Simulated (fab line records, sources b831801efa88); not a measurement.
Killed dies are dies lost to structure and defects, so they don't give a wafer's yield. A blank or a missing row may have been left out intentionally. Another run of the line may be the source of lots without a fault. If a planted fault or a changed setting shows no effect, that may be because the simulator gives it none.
Split-lot trial | flow gf180mcu | 23 wafers read across 5 lots, on a route 602 steps long

## SPLIT DETAILS
At GF_V2_SPUTTER_22 (material TiN, target thk 10 nm, time 40 s), the setting time-s was moved away from the recipe's 40 s on 9 of the 23 wafers read, by -11.6% to +13.5%. All remaining wafers had this setting at the recipe value.

The split's own step is where the reading is taken.

## THE READING
TiN_of_V2_SPUTTER_22.thk-nm (the simulator's own value, which no gauge read), in nm, at GF_V2_SPUTTER_22 (material TiN, target thk 10 nm, time 40 s). No usual value for it is given in the file. Across the 14 wafers here that went through the recipe, the average is 10.135 nm and the standard deviation 0.14 nm.

wafer  | tool, chamber at the split | time-s as run, s | against the recipe | TiN_of_V2_SPUTTER_22.thk-nm, nm | against lot-mates on the recipe
L075.1 | pvd-sputter-01, -          | 45.39            | +13.5%             | 11.47                           | +1.367
L075.2 | pvd-sputter-01, -          | 40               | recipe             | 10.21                           | -
L075.3 | pvd-sputter-01, -          | 45.39            | +13.5%             | 11.61                           | +1.507
L075.4 | pvd-sputter-01, -          | 40               | recipe             | 10.02                           | -
L075.5 | pvd-sputter-01, -          | 40               | recipe             | 10.08                           | -
L076.2 | pvd-sputter-03, -          | 37.7             | -5.7%              | 9.749                           | -0.341
L076.3 | pvd-sputter-03, -          | 40               | recipe             | 9.921                           | -
L076.4 | pvd-sputter-03, -          | 37.7             | -5.7%              | 9.328                           | -0.762
L076.5 | pvd-sputter-03, -          | 40               | recipe             | 10.05                           | -
L076.6 | pvd-sputter-03, -          | 40               | recipe             | 10.3                            | -
L082.1 | pvd-sputter-03, -          | 40               | recipe             | 10.22                           | -
L082.2 | pvd-sputter-03, -          | 36.83            | -7.9%              | 9.074                           | -0.989
L082.4 | pvd-sputter-03, -          | 40               | recipe             | 9.906                           | -
L082.5 | pvd-sputter-03, -          | 36.83            | -7.9%              | 9.159                           | -0.904
L082.6 | pvd-sputter-03, -          | 36.83            | -7.9%              | 9.424                           | -0.639
L083.1 | pvd-sputter-01, -          | 40               | recipe             | 10.31                           | -
L083.2 | pvd-sputter-01, -          | 40               | recipe             | 10.11                           | -
L083.3 | pvd-sputter-01, -          | 35.36            | -11.6%             | 9.134                           | -1.089
L083.4 | pvd-sputter-01, -          | 35.36            | -11.6%             | 8.864                           | -1.359
L083.6 | pvd-sputter-01, -          | 40               | recipe             | 10.25                           | -
L084.2 | pvd-sputter-03, -          | 40               | recipe             | 10.34                           | -
L084.3 | pvd-sputter-03, -          | 40               | recipe             | 10.02                           | -
L084.5 | pvd-sputter-03, -          | 40               | recipe             | 10.15                           | -

THE FIT
A straight line over all 23 wafers: TiN_of_V2_SPUTTER_22.thk-nm changes by +0.105 nm for each +1% of time-s; r = +0.97; the points scatter about the line by 0.15 nm.
The same after taking each lot's own level away (the mean of its wafers on the recipe; 23 wafers): +0.106 nm for each +1%; r = +0.98; scatter 0.14 nm.
On that fit, the largest move of time-s shifts the reading by 1.4 nm.
From 10.0630 to 10.2233 nm: that is the span of the lots' own levels, equal to 1.2 times the standard deviation above.
So the lot-to-lot level changes the slope little: the two slopes agree.
Check: with one of the wafers moved furthest among these (+13.5%) left out of the fit, the line predicts +1.46 nm for it against its lot-mates. Against them it came out at +1.37 nm.

## ADDITIONAL SPLITS CARRIED BY THESE WAFERS
Note: prior to the reading, these wafers also went through further splits. Each is held against what the fit with the lots' levels taken away leaves over:
other split on the same wafers | wafers away from the commonest value | r with TiN_of_V2_SPUTTER_22.thk-nm (lot level and that fit taken away)
GF_V1_PEB_12 peb-time-s        | 3                                    | +0.01
GF_V1_CVD_23 pressure-torr     | 15                                   | -0.04
GF_M2_EXPOSE_11 dose-mj        | 11                                   | -0.12
GF_V2_COAT_09 resist-thk-nm    | 7                                    | +0.06
GF_V2_DEVELOP_13 dev-temp-c    | 11                                   | +0.15

## FILE'S OWN FIT
TiN_of_V2_SPUTTER_22.thk-nm changes by +0.105 nm for each +1% of time-s, r = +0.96.
